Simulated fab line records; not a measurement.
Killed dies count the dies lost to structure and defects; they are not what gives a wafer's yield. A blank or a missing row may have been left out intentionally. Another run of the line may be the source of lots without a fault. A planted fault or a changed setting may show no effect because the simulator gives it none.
Which tool was responsible? || flow sky130 || Sampling: 11 lots, 33 wafers, 3 of 708 route steps

WHAT EACH GAUGE READ, for each wafer
SKY_LDD_N_OVL_MEAS_07. Usual: LDD_N_OVL -1.2 nm, standard deviation 1.2.
{"lot": "L870", "measured": "day 17 17:17", "on": "overlay-01", "LDD_N_OVL (nm)": "-0.6 -0.9 -0.8", "flag": ""}
{"lot": "L872", "measured": "day 18 07:36", "on": "overlay-01", "LDD_N_OVL (nm)": "-1.4 -2.7 0.2", "flag": ""}
{"lot": "L873", "measured": "day 18 15:42", "on": "overlay-02", "LDD_N_OVL (nm)": "-1.0 2.2 0.6", "flag": ""}
{"lot": "L874", "measured": "day 18 23:02", "on": "overlay-02", "LDD_N_OVL (nm)": "-3.7 -1.0 -2.9", "flag": ""}
{"lot": "L875", "measured": "day 19 08:48", "on": "overlay-01", "LDD_N_OVL (nm)": "-1.4 -0.5 -2.2", "flag": ""}
{"lot": "L877", "measured": "day 20 12:23", "on": "overlay-02", "LDD_N_OVL (nm)": "-1.6 -1.9 -1.6", "flag": ""}
{"lot": "L881", "measured": "day 22 19:00", "on": "overlay-02", "LDD_N_OVL (nm)": "-1.8 -1.0 -1.2", "flag": ""}
{"lot": "L883", "measured": "day 23 15:18", "on": "overlay-02", "LDD_N_OVL (nm)": "-1.2 -2.2 -2.6", "flag": ""}
{"lot": "L889", "measured": "day 24 22:44", "on": "overlay-01", "LDD_N_OVL (nm)": "-2.2 -2.6 -3.5", "flag": ""}
{"lot": "L891", "measured": "day 25 04:57", "on": "overlay-01", "LDD_N_OVL (nm)": "-1.9 -0.6 -1.1", "flag": ""}
{"lot": "L892", "measured": "day 25 18:13", "on": "overlay-01", "LDD_N_OVL (nm)": "-0.3 -1.3 -0.7", "flag": ""}

EACH LOT AND THE TOOL THAT RAN IT (in order: tool; ch and the chambers of the sampled wafers; start)
{"lot": "L870", "SKY_POLY_GATE_ETCH_17": "rie_si-02 ch 0,1,2, day 16 08:32", "SKY_POLY_GATE_STRIP_18": "plasma_asher-02 ch 0,1, day 16 08:35"}
{"lot": "L872", "SKY_POLY_GATE_ETCH_17": "rie_si-02 ch 1,2,3, day 17 00:35", "SKY_POLY_GATE_STRIP_18": "plasma_asher-01 ch 0,1, day 17 00:38"}
{"lot": "L873", "SKY_POLY_GATE_ETCH_17": "rie_si-02 ch 0,3, day 17 07:53", "SKY_POLY_GATE_STRIP_18": "plasma_asher-03 ch 0,1, day 17 07:56"}
{"lot": "L874", "SKY_POLY_GATE_ETCH_17": "rie_si-01 ch 0,1, day 17 14:52", "SKY_POLY_GATE_STRIP_18": "plasma_asher-02 ch 0,1, day 17 14:55"}
{"lot": "L875", "SKY_POLY_GATE_ETCH_17": "rie_si-02 ch 0,1,2, day 18 00:44", "SKY_POLY_GATE_STRIP_18": "plasma_asher-02 ch 0,1, day 18 00:47"}
{"lot": "L877", "SKY_POLY_GATE_ETCH_17": "rie_si-02 ch 1,2,3, day 19 02:29", "SKY_POLY_GATE_STRIP_18": "plasma_asher-02 ch 0, day 19 02:32"}
{"lot": "L881", "SKY_POLY_GATE_ETCH_17": "rie_si-02 ch 2,3, day 21 11:07", "SKY_POLY_GATE_STRIP_18": "plasma_asher-02 ch 0, day 21 11:10"}
{"lot": "L883", "SKY_POLY_GATE_ETCH_17": "rie_si-02 ch 0,1, day 22 08:14", "SKY_POLY_GATE_STRIP_18": "plasma_asher-02 ch 0,1, day 22 08:19"}
{"lot": "L889", "SKY_POLY_GATE_ETCH_17": "rie_si-01 ch 0,1,3, day 23 14:54", "SKY_POLY_GATE_STRIP_18": "plasma_asher-03 ch 0,1, day 23 14:58"}
{"lot": "L891", "SKY_POLY_GATE_ETCH_17": "rie_si-01 ch 1,2, day 23 22:10", "SKY_POLY_GATE_STRIP_18": "plasma_asher-02 ch 0, day 23 22:13"}
{"lot": "L892", "SKY_POLY_GATE_ETCH_17": "rie_si-02 ch 1,2,3, day 24 11:58", "SKY_POLY_GATE_STRIP_18": "plasma_asher-01 ch 1, day 24 12:01"}
- SKY_POLY_GATE_ETCH_17: etches poly-Si in HBr/Cl2, stops on SiO2, target depth 180 nm, time 70.5 s.
- SKY_POLY_GATE_STRIP_18: strips in O2/N2.

AS READ BY THE TOOLS THEMSELVES (means over the sampled wafers that have a number; for cases with no such wafer, the mark the record gives instead)
SKY_POLY_GATE_ETCH_17. Usual: drypump_motor_current_A 5.5 A, standard deviation 0.43; oes_product_au 0.986 a.u., standard deviation 0.0071; run_length_s 98.9 s, standard deviation 0.38; throttle_valve_pct 33.685 %, standard deviation 0.0095.
{"lot": "L870", "tool": "rie_si-02", "drypump_motor_current_A (A)": 5.2, "oes_product_au (a.u.)": 0.986, "run_length_s (s)": 98.7, "throttle_valve_pct (%)": 33.684, "flag": ""}
{"lot": "L872", "tool": "rie_si-02", "drypump_motor_current_A (A)": 5.5, "oes_product_au (a.u.)": 0.987, "run_length_s (s)": 99.0, "throttle_valve_pct (%)": 33.677, "flag": ""}
{"lot": "L873", "tool": "rie_si-02", "drypump_motor_current_A (A)": 5.9, "oes_product_au (a.u.)": 0.981, "run_length_s (s)": 99.0, "throttle_valve_pct (%)": 33.691, "flag": ""}
{"lot": "L874", "tool": "rie_si-01", "drypump_motor_current_A (A)": 5.4, "oes_product_au (a.u.)": 0.984, "run_length_s (s)": 98.8, "throttle_valve_pct (%)": 33.678, "flag": ""}
{"lot": "L875", "tool": "rie_si-02", "drypump_motor_current_A (A)": 5.3, "oes_product_au (a.u.)": 0.976, "run_length_s (s)": 98.8, "throttle_valve_pct (%)": 33.680, "flag": ""}
{"lot": "L877", "tool": "rie_si-02", "drypump_motor_current_A (A)": 5.5, "oes_product_au (a.u.)": 0.982, "run_length_s (s)": 99.0, "throttle_valve_pct (%)": 33.686, "flag": ""}
{"lot": "L881", "tool": "rie_si-02", "drypump_motor_current_A (A)": 5.9, "oes_product_au (a.u.)": 0.891, "run_length_s (s)": 112.0, "throttle_valve_pct (%)": 33.683, "flag": "OFF"}
{"lot": "L883", "tool": "rie_si-02", "drypump_motor_current_A (A)": 5.3, "oes_product_au (a.u.)": 0.883, "run_length_s (s)": 111.3, "throttle_valve_pct (%)": 33.674, "flag": "OFF"}
{"lot": "L889", "tool": "rie_si-01", "drypump_motor_current_A (A)": 5.5, "oes_product_au (a.u.)": 0.984, "run_length_s (s)": 98.7, "throttle_valve_pct (%)": 33.684, "flag": ""}
{"lot": "L891", "tool": "rie_si-01", "drypump_motor_current_A (A)": 5.8, "oes_product_au (a.u.)": 0.974, "run_length_s (s)": 99.0, "throttle_valve_pct (%)": 33.686, "flag": ""}
{"lot": "L892", "tool": "rie_si-02", "drypump_motor_current_A (A)": 5.5, "oes_product_au (a.u.)": 0.979, "run_length_s (s)": 98.8, "throttle_valve_pct (%)": 33.683, "flag": ""}

SKY_POLY_GATE_STRIP_18. Usual: drypump_motor_current_A 5.65 A, standard deviation 0.21; oes_product_au 0.361 a.u., standard deviation 0.005; strip_time_to_endpoint_s 3.24 s, standard deviation 0.043.
{"lot": "L870", "tool": "plasma_asher-02", "drypump_motor_current_A (A)": 5.54, "oes_product_au (a.u.)": 0.361, "strip_time_to_endpoint_s (s)": 3.24, "flag": ""}
{"lot": "L872", "tool": "plasma_asher-01", "drypump_motor_current_A (A)": 5.45, "oes_product_au (a.u.)": 0.362, "strip_time_to_endpoint_s (s)": 3.25, "flag": ""}
{"lot": "L873", "tool": "plasma_asher-03", "drypump_motor_current_A (A)": 5.95, "oes_product_au (a.u.)": 0.357, "strip_time_to_endpoint_s (s)": 3.22, "flag": ""}
{"lot": "L874", "tool": "plasma_asher-02", "drypump_motor_current_A (A)": 5.58, "oes_product_au (a.u.)": 0.364, "strip_time_to_endpoint_s (s)": 3.29, "flag": ""}
{"lot": "L875", "tool": "plasma_asher-02", "drypump_motor_current_A (A)": 5.59, "oes_product_au (a.u.)": 0.359, "strip_time_to_endpoint_s (s)": 3.22, "flag": ""}
{"lot": "L877", "tool": "plasma_asher-02", "drypump_motor_current_A (A)": 5.64, "oes_product_au (a.u.)": 0.354, "strip_time_to_endpoint_s (s)": 3.20, "flag": ""}
{"lot": "L881", "tool": "plasma_asher-02", "drypump_motor_current_A (A)": 5.61, "oes_product_au (a.u.)": 0.357, "strip_time_to_endpoint_s (s)": 3.09, "flag": "OFF"}
{"lot": "L883", "tool": "plasma_asher-02", "drypump_motor_current_A (A)": 5.52, "oes_product_au (a.u.)": 0.354, "strip_time_to_endpoint_s (s)": 3.04, "flag": "OFF"}
{"lot": "L889", "tool": "plasma_asher-03", "drypump_motor_current_A (A)": 5.94, "oes_product_au (a.u.)": 0.361, "strip_time_to_endpoint_s (s)": 3.22, "flag": ""}
{"lot": "L891", "tool": "plasma_asher-02", "drypump_motor_current_A (A)": 5.62, "oes_product_au (a.u.)": 0.364, "strip_time_to_endpoint_s (s)": 3.30, "flag": ""}
{"lot": "L892", "tool": "plasma_asher-01", "drypump_motor_current_A (A)": 5.46, "oes_product_au (a.u.)": 0.357, "strip_time_to_endpoint_s (s)": 3.24, "flag": ""}

THE ANSWER, worked out from the rows above alone
Rule: take the mean of a lot's wafers that have a number; if it is more than 3 standard deviations from the usual mean, the lot is off. Also off: a lot with no number at a reading for which 4 or more lots have one. All remaining lots with rows at the step are treated as sound. Order of review: gauges by route order, followed by the tools' own readings, for which a lot's mean as printed above is used. The first step at which some lot is off is used, and at that step the reading that is off furthest; a lot without a number counts as furthest.
Off, at SKY_POLY_GATE_ETCH_17 on run_length_s: L881, L883.
A tool fits if, at that step or a process step before it, it ran every lot that is off, and no sound lot after the first of them. Of those tried, none fits.

WHAT THE SIMULATOR PUT IN
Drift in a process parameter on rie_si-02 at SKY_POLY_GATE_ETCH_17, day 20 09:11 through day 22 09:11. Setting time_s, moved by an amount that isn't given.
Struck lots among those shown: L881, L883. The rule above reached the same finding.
